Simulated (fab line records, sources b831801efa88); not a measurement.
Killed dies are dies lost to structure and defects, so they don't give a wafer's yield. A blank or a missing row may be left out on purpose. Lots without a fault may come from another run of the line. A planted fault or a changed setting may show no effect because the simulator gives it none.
A struck lot beside a sound one | flow sky130 | 17 steps out of a route of 708
Sound: wafers L975.1, L975.2, L975.3. Struck: wafers L979.1, L979.2, L979.4. The cause comes at the end.
At each step with rows: each side's tool, then ch and its chambers, then its first start. Under that, the readings that differ: sound wafers | struck wafers | difference of the means | sigmas: that difference in standard deviations of wafers without a fault.
alike: readings whose means differ by less than 2 such deviations, and words and numbers that are the same on both sides. not compared: withheld readings, readings that some wafer has no value for, bounds like >300 that may hide the same value, and numbers for which the record gives no deviation and whose values overlap.
The two part at a step that has a row with sigmas, a row that says differs or no value, or rows on one side only. Numbers that don't overlap but have no deviation are shown without sigmas and don't part them. A reading that every wafer of one side lacks parts them only if that side has two wafers or more.

first, 1 step without rows for these wafers: SKY_VT_ADJUST_LVTN_IMPLANT_19.
SKY_VT_ADJUST_LVTN_STRIP_20: strips in O2/N2.
  sound on plasma_asher-02 ch 0,1, day 10 15:44; struck on plasma_asher-04 ch 0,1, day 11 20:38
  alike: drypump_motor_current_A, o2_flow_sccm, oes_product_au, strip_time_to_endpoint_s
  not compared: rf_hours_counter_h
SKY_VT_ADJUST_LVTN_TW_MEAS_21:
  sound on film_metro-04, day 10 15:50; struck on film_metro-03, day 11 20:47
  reading             | sound             | struck            | difference | sigmas
  VT_ADJUST_LVTN_2_TW | 192.9 192.2 193.2 | 186.3 185.6 186.5 | -6.6       | -3
then, 7 steps without rows for these wafers: SKY_VT_ADJUST_NCORE_DEHYDRATE_00 (time 60 s); SKY_VT_ADJUST_NCORE_HMDS_01 (prime time 60 s); SKY_VT_ADJUST_NCORE_COAT_02 (resist thk 1140 nm); SKY_VT_ADJUST_NCORE_SOFTBAKE_03 (time 60 s); SKY_VT_ADJUST_NCORE_EXPOSE_04 (exposes mask LVTN COMPLEMENT THIN, target cd 380 nm); SKY_VT_ADJUST_NCORE_PEB_05; SKY_VT_ADJUST_NCORE_DEVELOP_06 (develop time 60 s).
SKY_VT_ADJUST_NCORE_CD_MEAS_07: target cd 380 nm.
  sound on cd_sem-01, day 11 15:45; struck on cd_sem-02, day 12 22:17
  alike: cd_nm
SKY_VT_ADJUST_NCORE_OVL_MEAS_08:
  sound on overlay-02, day 11 15:52; struck on overlay-01, day 12 22:24
  alike: VT_ADJUST_NCORE_OVL
SKY_VT_ADJUST_NCORE_IMPLANT_09:
  sound on implanter-01 ch 0, day 11 15:55; struck on implanter-01 ch 0, day 12 22:45
SKY_VT_ADJUST_NCORE_STRIP_10: strips in O2/N2.
  sound on plasma_asher-01 ch 0,1, day 11 16:04; struck on plasma_asher-01 ch 0,1, day 12 22:54
  alike: drypump_motor_current_A, o2_flow_sccm, oes_product_au, strip_time_to_endpoint_s
  not compared: rf_hours_counter_h
SKY_VT_ADJUST_NCORE_TW_MEAS_11:
  sound on film_metro-01, day 11 16:10; struck on film_metro-01, day 12 23:14
  reading            | sound             | struck            | difference | sigmas
  VT_ADJUST_NCORE_TW | 219.9 220.5 220.5 | 268.5 267.6 268.8 | +48.0      | +28
then, 1 step without rows for these wafers: SKY_VT_ADJUST_HVTR_DEHYDRATE_00 (time 60 s).
-- the record jumps here: 38 days lie between the struck wafers' starts before and after (it left off in module VT_ADJUST_HVTR and takes up again in module PAD_OPEN, whose first step shown is number 708 of the route) --
SKY_PAD_OPEN_PROBE_99:
  the record has rows for the struck wafers here (prober-02, day 50 13:37) and none for the sound ones

WHERE THEY PART
First at SKY_VT_ADJUST_LVTN_TW_MEAS_21; last, within this record, at SKY_PAD_OPEN_PROBE_99.

WHY: what the simulator had put in
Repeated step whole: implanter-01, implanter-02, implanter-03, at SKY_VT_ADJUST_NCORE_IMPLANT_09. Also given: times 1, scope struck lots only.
